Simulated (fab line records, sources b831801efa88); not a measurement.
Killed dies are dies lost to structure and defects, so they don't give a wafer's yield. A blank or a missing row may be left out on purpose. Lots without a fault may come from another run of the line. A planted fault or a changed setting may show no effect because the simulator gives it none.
fab line records | flow gf180mcu
record lots=11 wafers=33 last_day=34
route steps=602 shown HV_LDD@213
lots that met no fault: from a run of the same line without faults
start_h: hours from the record's first day to the start of the lot's first wafer shown | wait_h: hours since the lot's step before | " the same as in the row above | L1.1+2: a row that stands for several wafers | - no value, or no start given | * or withheld: withheld | < > ~ a bound
route shown NAME@n: a module of which the file shows steps, and the number in the route of the first | usual: mean/standard deviation of fault-free wafers | same: alike in all rows | chamber/n: place in a boat | sites: the reading at each site | _std_site: their standard deviation | _edge_site: outer sites' mean less inner sites' | radius_mm: how far each site lies from the wafer's centre | mask NAME#n: copy n | behind: the tool/chamber that last shaped the wafer | hold: why the lot was held/for how many hours/how that ended | device: the transistor (n, p or np) that didn't switch | end of line: the same wafers' tests at the end of the route | a step without rows: its recipe alone | killed: dies lost to structure and defects at the first sort, not the wafer's yield | map: a wafer's dies, x killed, . not, _ none there
set.NAME: the setting as run; set.NAME@STEP: as run at that earlier step | model.NAME: the simulator's own value behind a step, which no gauge read
steps of the route over a sample of lots; a table a step, a row a wafer
services: from which hour (start_h, from the record's first day; less than 0 if before it) a tool's chamber was out of use, for how many hours, and why
## steps
# step GF_HV_LDD_STRIP_37
# recipe chemistry=O2/N2 power_w=1400 pressure_mtorr=1500 platen_temp_c=250 o2_flow_sccm=3000 n2_flow_sccm=300 overash_fraction=0.5
# usual drypump_motor_current_A=6.0/0.67 heater_power_w=340/35 oes_product_au=0.716/0.004 strip_time_to_endpoint_s=12.63/0.037
# columns lot.wafer tool chamber start_h wait_h drypump_motor_current_A heater_power_w oes_product_au rf_hours_counter_h strip_time_to_endpoint_s
L152.2 plasma_asher-01 0 256.71 0.1 4.8 305 0.718 45 12.59
L152.4 " 1 " " 6.8 371 0.713 - 12.59
L152.6 " 1 " " 6.8 360 0.713 - 12.62
L153.1 plasma_asher-01 0 264.50 0.1 4.7 303 0.714 46 12.66
L153.4 " 1 " " 6.7 357 0.713 - 12.59
L153.5 " 1 " " 6.7 367 0.712 - 12.64
L157.4 plasma_asher-01 1 299.38 0.1 6.8 364 0.712 - 12.62
L157.5 " 1 " " 6.8 369 0.721 - 12.67
L157.6 " 0 " " 4.7 303 0.722 - 12.63
L158.2 plasma_asher-04 0 311.76 0.1 6.1 316 0.716 69 12.68
L158.4 " 0 " " 6.1 314 0.718 - 12.67
L158.5 " 1 " " 6.2 324 0.715 - 12.63
L160.4 plasma_asher-02 1 321.83 0.1 6.6 410 0.722 - 12.68
L160.5 " 0 " " 6.0 399 0.715 - 12.66
L160.6 " 1 " " 6.6 405 0.720 - 12.68
L161.1 plasma_asher-04 1 336.74 0.1 6.2 330 0.721 72 12.63
L161.3 " 0 " " 6.1 314 0.712 - 12.60
L161.4 " 1 " " 6.2 334 0.714 - 12.61
L162.1 plasma_asher-01 1 350.19 0.1 6.8 365 0.719 55 12.56
L162.3 " 0 " " 4.7 305 0.719 - 12.58
L162.5 " 1 " " 6.8 365 0.713 - 12.56
L163.4 plasma_asher-04 0 363.41 0.1 6.1 313 0.722 - 12.68
L163.5 " 1 " " 6.2 331 0.725 - 12.69
L163.6 " 0 " " 6.1 309 0.716 - 12.70
L172.2 plasma_asher-04 0 415.76 0.1 6.1 308 0.714 80 12.59
L172.5 " 0 " " 6.1 313 0.721 - 12.57
L172.6 " 1 " " 6.2 335 0.715 - 12.60
L173.3 plasma_asher-04 1 425.23 0.1 6.2 328 0.714 - 12.57
L173.4 " 0 " " 6.1 302 0.723 - 12.59
L173.6 " 1 " " 6.2 332 0.710 - 12.59
L174.3 plasma_asher-04 1 431.83 0.1 6.3 334 0.719 - 12.61
L174.4 " 0 " " 6.1 321 0.719 - 12.64
L174.5 " 0 " " 6.1 308 0.717 - 12.59
# step GF_HV_LDD_TW_MEAS_50
# usual HV_LDD_4_TW=565/4.7
# columns lot.wafer tool chamber start_h wait_h HV_LDD_4_TW
L152.2 film_metro-03 - 277.07 0.1 569
L152.4 " - " " 568
L152.6 " - " " 568
L153.1 film_metro-03 - 284.31 0.1 566
L153.4 " - " " 564
L153.5 " - " " 571
L157.4 film_metro-01 - 321.04 0.1 565
L157.5 " - " " 562
L157.6 " - " " 563
L158.2 film_metro-03 - 332.92 0.1 570
L158.4 " - " " 570
L158.5 " - " " 572
L160.4 film_metro-03 - 343.57 0.1 571
L160.5 " - " " 571
L160.6 " - " " 573
L161.1 film_metro-01 - 358.34 0.1 563
L161.3 " - " " 561
L161.4 " - " " 567
L162.1 film_metro-04 - 373.05 0.1 563
L162.3 " - " " 564
L162.5 " - " " 562
L163.4 film_metro-04 - 385.63 0.1 557
L163.5 " - " " 560
L163.6 " - " " 559
L172.2 film_metro-03 - 439.47 0.1 569
L172.5 " - " " 568
L172.6 " - " " 571
L173.3 film_metro-04 - 449.66 0.1 555
L173.4 " - " " 560
L173.6 " - " " 555
L174.3 film_metro-04 - 456.28 0.1 555
L174.4 " - " " 557
L174.5 " - " " 558
# step GF_HV_LDD_RTA_52
# recipe temp_c=1000 time_s=10 ambient=N2
# usual lamp_power_pct=31.6/1.4 wafer_temp_C_max=1005.0/1.6
# columns lot.wafer tool chamber start_h wait_h lamp_power_pct wafer_temp_C_max
L152.2 rtp_anneal-02 0 277.18 0.0 29.7 1003.4
L152.4 " 0 " " 29.8 1002.2
L152.6 " 0 " " 29.7 1003.5
L153.1 rtp_anneal-01 0 284.42 0.0 32.7 1008.5
L153.4 " 0 " " 32.7 1006.7
L153.5 " 0 " " 32.7 1006.9
L157.4 rtp_anneal-02 0 321.16 0.0 29.7 1003.5
L157.5 " 0 " " 29.7 1003.0
L157.6 " 0 " " 29.7 1002.9
L158.2 rtp_anneal-02 0 333.03 0.0 29.7 1003.9
L158.4 " 0 " " 29.8 1004.4
L158.5 " 0 " " 29.7 1002.4
L160.4 rtp_anneal-01 0 343.69 0.0 32.7 1004.2
L160.5 " 0 " " 32.7 1004.8
L160.6 " 0 " " 32.7 1005.3
L161.1 rtp_anneal-01 0 358.45 0.0 32.7 1005.5
L161.3 " 0 " " 32.6 1004.9
L161.4 " 0 " " 32.7 1004.9
L162.1 rtp_anneal-02 0 373.16 0.0 29.8 1003.3
L162.3 " 0 " " 29.7 1003.6
L162.5 " 0 " " 29.7 1004.1
L163.4 rtp_anneal-01 0 385.74 0.0 32.7 1004.8
L163.5 " 0 " " 32.7 1005.9
L163.6 " 0 " " 32.7 1008.0
L172.2 rtp_anneal-01 0 439.58 0.0 32.7 1008.0
L172.5 " 0 " " 32.7 1005.2
L172.6 " 0 " " 32.7 1006.2
L173.3 rtp_anneal-01 0 449.78 0.0 32.7 1005.6
L173.4 " 0 " " 32.7 1006.3
L173.6 " 0 " " 32.8 1004.6
L174.3 rtp_anneal-02 0 456.39 0.0 29.7 1003.5
L174.4 " 0 " " 29.7 1003.3
L174.5 " 0 " " 29.8 1003.2
# step GF_HV_LDD_CVD_56
# recipe material=Si3N4 precursor=DCS/NH3 target_thk_nm=90 temp_c=770 time_s=1543 pressure_mtorr=250
# usual spike_tc_centre_C=770.0/0.92 spike_tc_lower_C=770.0/1.4 spike_tc_upper_C=769.3/1.2 zone_power_bottom_pct=19.8/0.47 zone_power_centre_pct=12.3/1.1 zone_power_lower_pct=12.8/1.7
# columns lot.wafer tool chamber start_h wait_h spike_tc_centre_C spike_tc_lower_C spike_tc_upper_C zone_power_bottom_pct zone_power_centre_pct zone_power_lower_pct
L152.2 lpcvd-02 0 278.44 0.0 769.5 770.6 767.6 19.6 10.9 13.8
L152.4 " 0 " " 770.0 769.6 769.5 20.4 11.2 13.8
L152.6 " 0 " " 769.7 771.0 770.3 20.3 10.9 13.8
L153.1 lpcvd-02 0 285.69 0.1 770.1 770.2 770.3 20.0 11.0 14.1
L153.4 " 0 " " 768.7 770.0 769.0 20.4 11.0 13.8
L153.5 " 0 " " 769.3 770.0 770.2 20.1 11.0 13.7
L157.4 lpcvd-01 0 323.68 0.0 769.2 767.3 769.2 20.2 11.8 12.7
L157.5 " 0 " " 769.9 768.1 771.6 20.1 12.0 12.7
L157.6 " 0 " " 770.9 768.2 769.2 20.2 11.7 12.8
L158.2 lpcvd-02 1 334.29 0.0 769.8 770.5 769.4 19.3 13.2 14.4
L158.4 " 1 " " 770.7 771.4 766.3 19.2 13.1 14.3
L158.5 " 1 " " 770.4 770.3 767.7 18.9 12.9 14.2
L160.4 lpcvd-02 1 344.92 0.0 769.8 770.4 767.8 19.1 13.2 14.2
L160.5 " 1 " " 769.0 771.3 768.7 18.9 13.3 14.0
L160.6 " 1 " " 768.6 771.2 767.9 19.4 13.5 14.2
L161.1 lpcvd-02 0 359.72 0.1 741.9 772.9 773.3 20.1 4.9 18.2
L161.3 " 0 " " 741.7 774.6 774.1 20.1 4.9 17.8
L161.4 " 0 " " 741.9 772.1 772.9 19.8 4.9 18.3
L162.1 lpcvd-02 0 375.70 1.3 741.9 773.9 774.0 20.0 4.9 17.9
L162.3 " 0 " " 741.8 773.9 772.3 20.0 4.9 18.0
L162.5 " 0 " " 742.2 774.5 773.5 19.7 4.9 17.9
L163.4 lpcvd-01 1 387.48 0.0 770.3 769.2 768.5 19.8 13.3 10.0
L163.5 " 1 " " 768.7 771.5 770.2 19.5 13.8 10.2
L163.6 " 1 " " 771.6 770.8 769.0 19.8 13.6 10.0
L172.2 lpcvd-01 0 440.84 0.0 770.3 767.3 768.2 20.2 11.8 12.8
L172.5 " 0 " " 769.8 767.9 770.1 20.2 11.6 12.8
L172.6 " 0 " " 769.9 768.1 769.6 20.0 11.7 12.8
L173.3 lpcvd-02 1 451.02 0.0 769.8 770.9 768.8 19.0 13.1 14.3
L173.4 " 1 " " 768.7 770.6 768.0 19.3 13.0 14.3
L173.6 " 1 " " 770.0 772.0 768.0 18.9 13.3 14.2
L174.3 lpcvd-01 0 457.64 0.0 770.2 768.7 770.5 20.2 11.9 12.8
L174.4 " 0 " " 770.1 768.7 768.6 20.0 11.7 12.6
L174.5 " 0 " " 770.0 768.2 771.3 20.0 11.8 12.7
# step GF_HV_LDD_THK_MEAS_57
# recipe reads=Si3N4_of_HV_LDD_CVD_56
# usual HV_LDD_CVD_56_THK=90.1/0.95
# columns lot.wafer tool chamber start_h wait_h hold HV_LDD_CVD_56_THK[nm]
L152.2 film_metro-03 - 279.88 0.0 - 90.4
L152.4 " - " " - 91.2
L152.6 " - " " - 91.1
L153.1 film_metro-03 - 287.83 0.0 - 91.0
L153.4 " - " " - 91.4
L153.5 " - " " - 91.0
L157.4 film_metro-01 - 325.14 0.0 - 90.8
L157.5 " - " " - 90.9
L157.6 " - " " - 90.9
L158.2 film_metro-03 - 335.73 0.0 - 92.0
L158.4 " - " " - 92.1
L158.5 " - " " - 92.4
L160.4 film_metro-03 - 346.38 0.0 - 90.4
L160.5 " - " " - 89.7
L160.6 " - " " - 89.6
L161.1 film_metro-03 - 361.15 0.0 await_dispo/0.2h/release 72.9
L161.3 " - " " await_dispo/0.2h/release 70.2
L161.4 " - " " await_dispo/0.2h/release 70.0
L161.1 film_metro-03 - 361.38 0.2 - 72.8
L161.3 " - " " - 70.2
L161.4 " - " " - 69.9
L162.1 film_metro-03 - 377.13 0.0 await_dispo/0.2h/release 87.5
L162.3 " - " " await_dispo/0.2h/release 83.2
L162.5 " - " " await_dispo/0.2h/release 78.2
L162.1 film_metro-03 - 377.35 0.2 - 87.5
L162.3 " - " " - 83.3
L162.5 " - " " - 78.2
L163.4 film_metro-04 - 389.66 0.0 - 88.7
L163.5 " - " " - 89.4
L163.6 " - " " - 89.7
L172.2 film_metro-03 - 442.28 0.0 - 90.2
L172.5 " - " " - 90.3
L172.6 " - " " - 90.6
L173.3 film_metro-03 - 452.47 0.0 - 90.6
L173.4 " - " " - 91.0
L173.6 " - " " - 90.4
L174.3 film_metro-04 - 459.09 0.0 - 89.4
L174.4 " - " " - 89.6
L174.5 " - " " - 89.2
# step GF_HV_LDD_ETCHBACK_58
# recipe chemistry=CH3F/O2 target=Si3N4 stop_on=SiO2 source_w=400 bias_w=80 pressure_mtorr=25 ch3f_flow_sccm=40 O2_flow_sccm=30 time_s=100 target_depth_a=900
# usual drypump_motor_current_A=5.7/0.43 oes_product_au=0.843/0.0064 throttle_valve_pct=10.561/0.0089
# columns lot.wafer tool chamber start_h wait_h hold drypump_motor_current_A oes_product_au rf_hours_counter_h throttle_valve_pct
L152.2 rie_diel-04 2 279.93 0.0 - 6.6 0.844 44 10.555
L152.4 " 3 " " - 6.0 0.848 83 10.555
L152.6 " 2 " " - 6.6 0.852 - 10.559
L153.1 rie_diel-03 0 287.89 0.1 - 5.1 0.843 10 10.561
L153.4 " 3 " " - 5.7 0.842 - 10.561
L153.5 " 2 " " - 5.3 0.855 - 10.564
L157.4 rie_diel-01 0 325.17 0.0 - 6.5 0.845 2 10.553
L157.5 " 0 " " - 6.5 0.850 - 10.540
L157.6 " 3 " " - 5.8 0.848 - 10.562
L158.2 rie_diel-01 1 335.78 0.0 - 5.8 0.850 4 10.541
L158.4 " 0 " " - 6.5 0.859 2 10.551
L158.5 " 0 " " - 6.5 0.855 - 10.558
L160.4 rie_diel-03 3 346.41 0.0 - 5.7 0.846 1 10.561
L160.5 " 2 " " - 5.2 0.844 - 10.560
L160.6 " 1 " " - 5.6 0.836 - 10.552
L161.1 rie_diel-01 1 364.84 3.5 await_dispo/3.4h/release 5.7 0.752 5 10.550
L161.3 " 0 " " await_dispo/3.4h/release 6.5 0.740 2 10.543
L161.4 " 0 " " await_dispo/3.4h/release 6.5 0.741 - 10.547
L162.1 rie_diel-01 3 380.57 3.2 await_dispo/3.2h/release 5.8 0.824 88 10.556
L162.3 " 2 " " await_dispo/3.2h/release 5.5 0.803 0 10.533
L162.5 " 2 " " await_dispo/3.2h/release 5.5 0.787 - 10.555
L163.4 rie_diel-03 2 389.69 0.0 - 5.3 0.836 23 10.570
L163.5 " 2 " " - 5.3 0.837 - 10.568
L163.6 " 1 " " - 5.5 0.844 - 10.554
L172.2 rie_diel-04 3 442.33 0.0 - 6.0 0.852 88 10.554
L172.5 " 1 " " - 5.4 0.849 - 10.572
L172.6 " 0 " " - 5.6 0.842 - 10.565
L173.3 rie_diel-01 0 452.51 0.0 - 6.5 0.849 5 10.559
L173.4 " 2 " " - 5.4 0.846 2 10.584
L173.6 " 3 " " - 5.8 0.847 - 10.566
L174.3 rie_diel-01 3 459.13 0.0 - 5.8 0.829 90 10.571
L174.4 " 1 " " - 5.8 0.834 7 10.545
L174.5 " 1 " " - 5.8 0.835 - 10.556
## services
# columns tool chamber start_h hours kind
rie_diel-03 0 237.08 13.3 repair
rie_diel-04 3 243.05 2.1 repair
lpcvd-01 - 271.04 1.0 repair
plasma_asher-02 - 279.03 0.8 repair
rie_diel-04 2 281.93 5.0 repair
rie_diel-04 3 291.46 10.2 repair
plasma_asher-02 - 297.74 2.8 pm
rie_diel-01 - 302.44 0.6 repair
rie_diel-04 1 302.77 8.2 repair
lpcvd-02 - 303.08 2.8 pm
rie_diel-04 2 309.35 5.1 repair
plasma_asher-02 - 310.36 3.6 repair
rie_diel-03 3 313.03 3.6 repair
lpcvd-02 - 318.29 4.4 repair
rie_diel-01 - 327.33 2.9 repair
plasma_asher-01 - 352.99 16.8 pm
rie_diel-03 2 359.03 8.7 repair
rie_diel-01 - 380.14 0.3 repair
rie_diel-03 3 384.03 3.8 repair
rie_diel-04 0 397.37 6.1 repair
rie_diel-04 1 398.57 5.8 repair
plasma_asher-01 - 426.21 0.7 repair
plasma_asher-01 - 440.08 8.0 repair
rie_diel-03 - 451.23 2.8 pm
## key
first_sign step=GF_HV_LDD_CVD_56 reading=spike_tc_centre_C direction=down sigmas=30 usual=770.0 struck=741.9
effect step=GF_HV_LDD_CVD_56 reading=zone_power_centre_pct direction=down sigmas=6.9 usual=12.3 struck=4.9
effect step=GF_HV_LDD_THK_MEAS_57 reading=visit direction=added
effect step=GF_HV_LDD_THK_MEAS_57 reading=HV_LDD_CVD_56_THK direction=down sigmas=14 usual=90.1 struck=77.0
effect step=GF_HV_LDD_ETCHBACK_58 reading=oes_product_au direction=down sigmas=11 usual=0.843 struck=0.775
met_at GF_HV_LDD_CVD_56
struck_lots L161,L162
tester_left_out L161,L162
not_acting_at GF_HV_LDD_STRIP_37,GF_HV_LDD_TW_MEAS_50,GF_HV_LDD_RTA_52
onset_between 344.92 359.72
fault kind=process_parameter_drift tool=lpcvd-02 chamber=- onset_h=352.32 steps=GF_HV_LDD_CVD_56 channel=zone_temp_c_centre offset=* shape=step end_h=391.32
# tester_left_out: of these lots the tester's yield and bins aren't shown, on N5 and GAA mostly nor the transistor test; their killed dies are dies lost to structure and defects alone, not to doping, threshold or leakage, so they don't give the yield
